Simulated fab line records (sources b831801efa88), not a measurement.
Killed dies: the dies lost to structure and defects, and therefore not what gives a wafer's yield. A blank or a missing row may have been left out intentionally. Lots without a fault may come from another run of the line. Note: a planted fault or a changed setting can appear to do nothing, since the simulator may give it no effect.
Which tool was responsible? / flow sky130 / 33 wafers from 11 lots sampled at 7 of the route's 708 steps

## WHAT EACH GAUGE READ, for each wafer
SKY_POLY_GATE_OVL_MEAS_14. Usual: POLY_GATE_OVL gives 0 nm (standard deviation 5.1).
lot=L768; measured=day 16 06:47; on=overlay-01; POLY_GATE_OVL (nm)=4 8 -1; flag=
lot=L770; measured=day 17 05:44; on=overlay-01; POLY_GATE_OVL (nm)=4 -2 5; flag=
lot=L771; measured=day 17 07:43; on=overlay-02; POLY_GATE_OVL (nm)=-8 5 -3; flag=
lot=L773; measured=day 18 03:26; on=overlay-02; POLY_GATE_OVL (nm)=-1 -7 -2; flag=
lot=L777; measured=day 19 18:53; on=overlay-01; POLY_GATE_OVL (nm)=-2 -1 -6; flag=
lot=L778; measured=day 20 01:29; on=overlay-01; POLY_GATE_OVL (nm)=2 6 4; flag=
lot=L779; measured=day 20 13:47; on=overlay-01; POLY_GATE_OVL (nm)=0 4 0; flag=
lot=L780; measured=day 20 19:52; on=overlay-02; POLY_GATE_OVL (nm)=-5 -2 -3; flag=
lot=L782; measured=day 21 14:38; on=overlay-01; POLY_GATE_OVL (nm)=5 10 7; flag=
lot=L784; measured=day 22 02:10; on=overlay-01; POLY_GATE_OVL (nm)=4 -2 3; flag=
lot=L785; measured=day 22 14:22; on=overlay-01; POLY_GATE_OVL (nm)=0 8 5; flag=

SKY_LDD_LDN_OVL_MEAS_07. Usual: LDD_LDN_OVL gives 0.3 nm (standard deviation 1.4).
lot=L768; measured=day 22 17:19; on=overlay-01; LDD_LDN_OVL (nm)=3.0 1.5 3.2; flag=
lot=L770; measured=day 23 15:39; on=overlay-02; LDD_LDN_OVL (nm)=-0.1 0.8 0.1; flag=
lot=L771; measured=day 23 18:40; on=overlay-02; LDD_LDN_OVL (nm)=-0.7 -0.9 -1.5; flag=
lot=L773; measured=day 24 17:59; on=overlay-01; LDD_LDN_OVL (nm)=1.3 2.3 3.9; flag=
lot=L777; measured=day 26 03:43; on=overlay-01; LDD_LDN_OVL (nm)=1.5 0.0 1.3; flag=
lot=L778; measured=day 26 10:19; on=overlay-01; LDD_LDN_OVL (nm)=-1.7 -0.3 0.2; flag=
lot=L779; measured=day 26 21:37; on=overlay-02; LDD_LDN_OVL (nm)=-1.3 -2.2 -0.6; flag=
lot=L780; measured=day 27 04:42; on=overlay-01; LDD_LDN_OVL (nm)=1.4 -0.2 -0.4; flag=
lot=L782; measured=day 27 21:36; on=overlay-01; LDD_LDN_OVL (nm)=0.9 0.9 0.5; flag=
lot=L784; measured=day 28 05:52; on=overlay-02; LDD_LDN_OVL (nm)=1.1 0.8 -0.5; flag=
lot=L785; measured=day 28 16:52; on=overlay-01; LDD_LDN_OVL (nm)=-0.2 -0.1 2.4; flag=

SKY_SD_P_TW_MEAS_11. Usual: SD_P_TW gives 2844 (standard deviation 16).
lot=L768; measured=day 25 07:46; on=filmMetro-02; SD_P_TW=2845 2833 2833; flag=
lot=L770; measured=day 26 04:34; on=filmMetro-01; SD_P_TW=2861 2826 2846; flag=
lot=L771; measured=day 26 07:03; on=filmMetro-02; SD_P_TW=2848 2846 2839; flag=
lot=L773; measured=day 27 09:47; on=filmMetro-02; SD_P_TW=2828 2827 2825; flag=
lot=L777; measured=day 28 13:50; on=filmMetro-02; SD_P_TW=2845 2851 2844; flag=
lot=L778; measured=day 29 01:39; on=filmMetro-02; SD_P_TW=2838 2837 2841; flag=
lot=L779; measured=day 29 08:43; on=filmMetro-01; SD_P_TW=2852 2855 2858; flag=
lot=L780; measured=day 29 12:26; on=filmMetro-01; SD_P_TW=2869 2870 2857; flag=
lot=L782; measured=day 30 05:13; on=filmMetro-02; SD_P_TW=2842 2823 2838; flag=
lot=L784; measured=day 30 18:14; on=filmMetro-01; SD_P_TW=2694 2676 2694 2684 2682 2672; flag=OFF
lot=L785; measured=day 31 02:50; on=filmMetro-01; SD_P_TW=2691 2688 2692 2679 2687 2706; flag=OFF

SKY_SD_N_RS_MEAS_17: a four-point-probe measurement. Usual: SD_P_RS gives 147.0 ohm/sq (standard deviation 0.37).
lot=L768; measured=day 27 23:47; on=filmMetro-02; SD_P_RS (ohm/sq)=146.9 147.1 147.0; flag=
lot=L770; measured=day 28 10:13; on=filmMetro-02; SD_P_RS (ohm/sq)=147.2 147.0 147.5; flag=
lot=L771; measured=day 28 16:23; on=filmMetro-03; SD_P_RS (ohm/sq)=147.0 146.5 146.5; flag=
lot=L773; measured=day 29 15:35; on=filmMetro-01; SD_P_RS (ohm/sq)=146.4 146.8 146.5; flag=
lot=L777; measured=day 30 20:36; on=filmMetro-03; SD_P_RS (ohm/sq)=147.3 147.1 146.9; flag=
lot=L778; measured=day 31 08:34; on=filmMetro-03; SD_P_RS (ohm/sq)=146.2 146.5 146.2; flag=
lot=L779; measured=day 31 16:21; on=filmMetro-01; SD_P_RS (ohm/sq)=147.0 147.1 147.3; flag=
lot=L780; measured=day 31 19:19; on=filmMetro-02; SD_P_RS (ohm/sq)=146.5 146.9 146.8; flag=
lot=L782; measured=day 32 13:35; on=filmMetro-03; SD_P_RS (ohm/sq)=147.1 146.7 147.1; flag=
lot=L784; measured=day 33 01:47; on=filmMetro-03; SD_P_RS (ohm/sq)=160.3 161.0 160.7 160.8 161.2 160.6; flag=OFF
lot=L785; measured=day 33 08:41; on=filmMetro-01; SD_P_RS (ohm/sq)=161.1 161.3 161.1 161.1 160.9 161.2; flag=OFF

SKY_LI_CONTACT_OVL_MEAS_13. Usual: LI_CONTACT_OVL gives -5 nm (standard deviation 4.8).
lot=L768; measured=day 29 03:25; on=overlay-01; LI_CONTACT_OVL (nm)=-10 -5 -12; flag=
lot=L770; measured=day 29 15:16; on=overlay-01; LI_CONTACT_OVL (nm)=-5 -5 0; flag=
lot=L771; measured=day 29 20:25; on=overlay-01; LI_CONTACT_OVL (nm)=-5 -5 2; flag=
lot=L773; measured=day 30 19:07; on=overlay-02; LI_CONTACT_OVL (nm)=-11 -6 -7; flag=
lot=L777; measured=day 32 00:40; on=overlay-01; LI_CONTACT_OVL (nm)=-6 -10 -11; flag=
lot=L778; measured=day 32 13:07; on=overlay-02; LI_CONTACT_OVL (nm)=-1 -9 -10; flag=
lot=L779; measured=day 32 19:53; on=overlay-01; LI_CONTACT_OVL (nm)=-13 -3 -5; flag=
lot=L780; measured=day 32 22:33; on=overlay-01; LI_CONTACT_OVL (nm)=1 6 -1; flag=
lot=L782; measured=day 33 16:46; on=overlay-01; LI_CONTACT_OVL (nm)=-6 -5 -11; flag=
lot=L784; measured=day 34 05:09; on=overlay-01; LI_CONTACT_OVL (nm)=-1 0 -10; flag=
lot=L785; measured=day 34 11:32; on=overlay-02; LI_CONTACT_OVL (nm)=-10 -13 -6; flag=

## WHAT TOOL EACH LOT RAN ON (gives the tool, then ch and the chambers of the sampled wafers, and finally the start)
lot=L768; SKY_SD_P_IMPLANT_09=implanter-04 ch 0, day 25 07:31; SKY_SD_P_STRIP_10=plasmaAsher-02 ch 0,1, day 25 07:40
lot=L770; SKY_SD_P_IMPLANT_09=implanter-02 ch 0, day 26 04:20; SKY_SD_P_STRIP_10=plasmaAsher-03 ch 0,1, day 26 04:27
lot=L771; SKY_SD_P_IMPLANT_09=implanter-02 ch 0, day 26 06:48; SKY_SD_P_STRIP_10=plasmaAsher-02 ch 0,1, day 26 06:57
lot=L773; SKY_SD_P_IMPLANT_09=implanter-04 ch 0, day 27 09:33; SKY_SD_P_STRIP_10=plasmaAsher-04 ch 0,1, day 27 09:41
lot=L777; SKY_SD_P_IMPLANT_09=implanter-02 ch 0, day 28 13:35; SKY_SD_P_STRIP_10=plasmaAsher-03 ch 0,1, day 28 13:44
lot=L778; SKY_SD_P_IMPLANT_09=implanter-02 ch 0, day 29 01:26; SKY_SD_P_STRIP_10=plasmaAsher-03 ch 0,1, day 29 01:34
lot=L779; SKY_SD_P_IMPLANT_09=implanter-02 ch 0, day 29 08:28; SKY_SD_P_STRIP_10=plasmaAsher-03 ch 0,1, day 29 08:37
lot=L780; SKY_SD_P_IMPLANT_09=implanter-02 ch 0, day 29 12:13; SKY_SD_P_STRIP_10=plasmaAsher-02 ch 0,1, day 29 12:21
lot=L782; SKY_SD_P_IMPLANT_09=implanter-01 ch 0, day 30 04:59; SKY_SD_P_STRIP_10=plasmaAsher-04 ch 0,1, day 30 05:06
lot=L784; SKY_SD_P_IMPLANT_09=implanter-02 ch 0, day 30 17:59; SKY_SD_P_STRIP_10=plasmaAsher-02 ch 0,1, day 30 18:07
lot=L785; SKY_SD_P_IMPLANT_09=implanter-02 ch 0, day 31 02:35; SKY_SD_P_STRIP_10=plasmaAsher-03 ch 0,1, day 31 02:44
- SKY_SD_P_IMPLANT_09
- SKY_SD_P_STRIP_10: strips in O2/N2.

## AS READ BY THE TOOLS THEMSELVES (means over the sampled wafers that have a number; for cases with no such wafer, the mark the record gives instead)
SKY_SD_P_IMPLANT_09. Usual: beamEnergyKeV 20.001, standard deviation 0.0068; tiltDeg 0.002 degrees, standard deviation 0.018.
lot=L768; tool=implanter-04; beamEnergyKeV=19.996; tiltDeg (degrees)=-0.013; flag=
lot=L770; tool=implanter-02; beamEnergyKeV=19.999; tiltDeg (degrees)=0.004; flag=
lot=L771; tool=implanter-02; beamEnergyKeV=20.011; tiltDeg (degrees)=0.008; flag=
lot=L773; tool=implanter-04; beamEnergyKeV=20.002; tiltDeg (degrees)=-0.011; flag=
lot=L777; tool=implanter-02; beamEnergyKeV=19.997; tiltDeg (degrees)=-0.015; flag=
lot=L778; tool=implanter-02; beamEnergyKeV=19.997; tiltDeg (degrees)=0.000; flag=
lot=L779; tool=implanter-02; beamEnergyKeV=19.999; tiltDeg (degrees)=-0.011; flag=
lot=L780; tool=implanter-02; beamEnergyKeV=20.006; tiltDeg (degrees)=0.002; flag=
lot=L782; tool=implanter-01; beamEnergyKeV=19.999; tiltDeg (degrees)=-0.006; flag=
lot=L784; tool=implanter-02; beamEnergyKeV=16.283; tiltDeg (degrees)=0.014; flag=OFF
lot=L785; tool=implanter-02; beamEnergyKeV=16.275; tiltDeg (degrees)=-0.004; flag=OFF

SKY_SD_P_STRIP_10. Usual: drypumpMotorCurrentA 5.88 A, standard deviation 0.22; n2FlowSccm 300.0 sccm, standard deviation 0.87; oesProductAu 0.617 a.u., standard deviation 0.0046; stripTimeToEndpointS 17.51 s, standard deviation 0.038.
lot=L768; tool=plasmaAsher-02; drypumpMotorCurrentA (A)=5.76; n2FlowSccm (sccm)=300.0; oesProductAu (a.u.)=0.619; stripTimeToEndpointS (s)=17.46; flag=
lot=L770; tool=plasmaAsher-03; drypumpMotorCurrentA (A)=6.05; n2FlowSccm (sccm)=299.6; oesProductAu (a.u.)=0.621; stripTimeToEndpointS (s)=17.49; flag=
lot=L771; tool=plasmaAsher-02; drypumpMotorCurrentA (A)=5.80; n2FlowSccm (sccm)=300.2; oesProductAu (a.u.)=0.616; stripTimeToEndpointS (s)=17.59; flag=
lot=L773; tool=plasmaAsher-04; drypumpMotorCurrentA (A)=5.91; n2FlowSccm (sccm)=300.9; oesProductAu (a.u.)=0.618; stripTimeToEndpointS (s)=17.54; flag=
lot=L777; tool=plasmaAsher-03; drypumpMotorCurrentA (A)=6.06; n2FlowSccm (sccm)=299.8; oesProductAu (a.u.)=0.618; stripTimeToEndpointS (s)=17.54; flag=
lot=L778; tool=plasmaAsher-03; drypumpMotorCurrentA (A)=5.81; n2FlowSccm (sccm)=300.3; oesProductAu (a.u.)=0.617; stripTimeToEndpointS (s)=17.51; flag=
lot=L779; tool=plasmaAsher-03; drypumpMotorCurrentA (A)=6.04; n2FlowSccm (sccm)=300.1; oesProductAu (a.u.)=0.611; stripTimeToEndpointS (s)=17.55; flag=
lot=L780; tool=plasmaAsher-02; drypumpMotorCurrentA (A)=5.82; n2FlowSccm (sccm)=299.0; oesProductAu (a.u.)=0.618; stripTimeToEndpointS (s)=17.50; flag=
lot=L782; tool=plasmaAsher-04; drypumpMotorCurrentA (A)=5.92; n2FlowSccm (sccm)=299.6; oesProductAu (a.u.)=0.614; stripTimeToEndpointS (s)=17.52; flag=
lot=L784; tool=plasmaAsher-02; drypumpMotorCurrentA (A)=5.81; n2FlowSccm (sccm)=299.6; oesProductAu (a.u.)=0.634; stripTimeToEndpointS (s)=16.94; flag=OFF
lot=L785; tool=plasmaAsher-03; drypumpMotorCurrentA (A)=6.04; n2FlowSccm (sccm)=300.2; oesProductAu (a.u.)=0.627; stripTimeToEndpointS (s)=16.96; flag=OFF

## THE ANSWER, worked out from the rows above alone
Rule: a lot counts as off when the mean over its wafers that have a number is more than 3 standard deviations away from the usual mean. A lot without any number at a reading at which 4 lots or more have one is off too. The other lots that the step has rows for count as sound. First the gauges in route order, then the tools' own readings, where a lot's mean is used as printed above. The first step at which some lot is off is used, and at that step the reading that is off furthest; a lot without a number counts as furthest.
Off: at SKY_SD_P_TW_MEAS_11 (SD_P_TW), L784, L785.
If a tool, at a process step before that reading, ran all the lots that are off and no sound lot after the first of them, it fits. Not tried: the gauges at SKY_SD_P_TW_MEAS_11; whatever is off there is also off at SKY_SD_P_IMPLANT_09, on other tools, and gauge error can't account for it. One fits: implanter-02 at SKY_SD_P_IMPLANT_09. A fault onset in the window from L780 (day 29 12:13, its last sound lot) to L784 (day 30 17:59, its first lot off) fits.
On the lots that are off, the tool's own readings at SKY_SD_P_IMPLANT_09 differ by more than 5 times the standard deviation of the sound lots' means, which bears it out; beamEnergyKeV reads 16.279 there versus 20.001 on the sound lots.

## WHAT THE SIMULATOR HAD INSERTED
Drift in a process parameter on implanter-02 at SKY_SD_P_IMPLANT_09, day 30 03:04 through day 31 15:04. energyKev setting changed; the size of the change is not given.
Lots struck among those shown: L784, L785. The rule above reached the same finding.
